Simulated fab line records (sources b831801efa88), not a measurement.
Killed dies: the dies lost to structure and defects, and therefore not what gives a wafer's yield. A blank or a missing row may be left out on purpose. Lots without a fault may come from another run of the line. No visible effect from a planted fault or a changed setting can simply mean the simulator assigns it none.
A lot that was struck, set against a sound lot ; flow sky130 ; 15 out of 708 route steps
Sound: the wafers L815.1, L815.2, L815.5. Wafers struck: L817.4, L817.5, L817.6. The cause is named last.
Order at every step that has rows: each side's tool, ch and its chambers, its first start. Under that, the readings that differ: sound wafers ; struck wafers ; difference of the means ; sigmas: that difference in standard deviations of wafers without a fault.
alike: words and numbers the same on both sides, and readings whose means are apart by under 2 such deviations; not compared: readings that were withheld, readings missing a value for some wafer, numbers with overlapping values and no deviation given by the record, and bounds like >300 which may hide the same value.
A row with sigmas, a row that says differs or no value, or rows on one side alone: a step with any of these is where the two part. Numbers that have no deviation but don't overlap get no sigmas and don't part them. A reading that every wafer of one side lacks parts them only if that side has two wafers or more.

SKY_SONOS_ONO_THK_MEAS_03:
  sound on film metro-02 at day 13 20:42; struck on film metro-02 at day 14 12:34
  alike: SONOS_ONO_CVD_02_THK
then, 1 step without rows for these wafers: SKY_SONOS_ONO_CVD_04 (deposits SiO2 from SiH4/N2O, target thk 5.7199 nm).
SKY_SONOS_ONO_THK_MEAS_05:
  sound on film metro-02 at day 14 05:07; struck on film metro-03 at day 14 13:52
  alike: SONOS_ONO_CVD_04_THK
then, 7 steps without rows for these wafers: SKY_SONOS_ONO_DEHYDRATE_06 (time 60 s); SKY_SONOS_ONO_HMDS_07 (prime time 60 s); SKY_SONOS_ONO_COAT_08 (resist thk 1140 nm); SKY_SONOS_ONO_SOFTBAKE_09 (time 60 s); SKY_SONOS_ONO_EXPOSE_10 (exposes mask ONOM, target cd 410 nm); SKY_SONOS_ONO_PEB_11; SKY_SONOS_ONO_DEVELOP_12 (develop time 60 s).
SKY_SONOS_ONO_CD_MEAS_13: target cd 410 nm.
  sound on cd sem-02 at day 15 07:10; struck on cd sem-02 at day 15 17:07
  alike: cd nm
SKY_SONOS_ONO_OVL_MEAS_14:
  sound on overlay-02 at day 15 07:17; struck on overlay-01 at day 15 17:11
  alike: SONOS_ONO_OVL
SKY_SONOS_ONO_ETCH_15: etches the open film in CHF3/O2, target depth 19.52 nm, time 7.8 s.
  sound on rie diel-02 ch 0,2,3, day 15 07:19; struck on rie diel-02 ch 2,3, day 15 17:13
reading;sound;struck;difference;sigmas
model.SONOS_ONO.feature depth nm (nm);19.52 19.55 19.16;18.48 18.33 18.57;-0.95;
model.etch.depth nm (nm);19.52 19.55 19.16;18.48 18.33 18.57;-0.95;
  alike: chf3 flow sccm, drypump motor current A, oes product au, throttle valve pct
  not compared: rf hours counter h
then, 1 step without rows for these wafers: SKY_SONOS_ONO_WET_ETCH_16 (etches SiO2 in dHF, target depth 14 nm, time 280 s).
SKY_PAD_OPEN_PROBE_99:
  the record holds rows for the sound wafers here (prober-02, day 47 15:26) but none for the struck ones

## WHERE THEY PART
Within this record, at SKY_PAD_OPEN_PROBE_99 only.

WHY: the cause the simulator had injected
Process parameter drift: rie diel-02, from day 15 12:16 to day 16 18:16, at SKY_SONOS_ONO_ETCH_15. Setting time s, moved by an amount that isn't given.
